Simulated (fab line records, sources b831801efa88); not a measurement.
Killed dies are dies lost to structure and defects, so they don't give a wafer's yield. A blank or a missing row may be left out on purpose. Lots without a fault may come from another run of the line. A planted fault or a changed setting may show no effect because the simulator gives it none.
Which tool did it? | flow gf180mcu | 12 lots, 36 wafers sampled, at 1 step of a route of 602

WHAT THE GAUGES READ, wafer by wafer
GF_STI_THK_MEAS_04.
lot  | measured    | on            | STI_CVD_03_THK (nm)
L075 | day 1 18:34 | film_metro-03 | 206.6 205.5 204.8
L077 | day 2 05:54 | film_metro-03 | 206.2 206.3 204.9
L079 | day 2 15:33 | film_metro-03 | 205.9 206.3 207.7
L081 | day 3 01:43 | film_metro-03 | 206.5 205.1 208.4
L083 | day 3 10:34 | film_metro-02 | 205.9 205.9 206.7
L085 | day 3 20:50 | film_metro-03 | 206.0 205.6 204.2
L087 | day 4 07:34 | film_metro-02 | 204.9 205.4 206.6
L089 | day 4 16:34 | film_metro-01 | 205.1 204.4 202.9
L091 | day 5 02:34 | film_metro-01 | 207.9 207.5 208.7
L093 | day 5 12:34 | film_metro-01 | 209.2 208.2 207.3
L095 | day 5 23:47 | film_metro-01 | 205.3 203.4 203.9
L097 | day 6 08:34 | film_metro-02 | 209.8 210.2 207.7

WHICH TOOL RAN EACH LOT (tool, then ch and the chambers of the sampled wafers, then the start)
The record holds no process step before these readings.

THE ANSWER, worked out from the rows above alone
Rule: what is usual is taken from the lots themselves. Put in order of their means at a reading, lots are off if they are a third of the lots or fewer, leave a main group of 4 or more, and stand apart from it by a gap of 3 or more times the standard deviation of the main group's means; of several such gaps the widest counts. A main group whose means are all the same, to the digits that the tables above print for the reading, isn't used. A lot without any number at a reading at which 4 lots or more have one is off too. The other lots that the step has rows for count as sound.
No lot is off at any reading shown: from this, nothing can be told.

WHAT THE SIMULATOR HAD PUT IN
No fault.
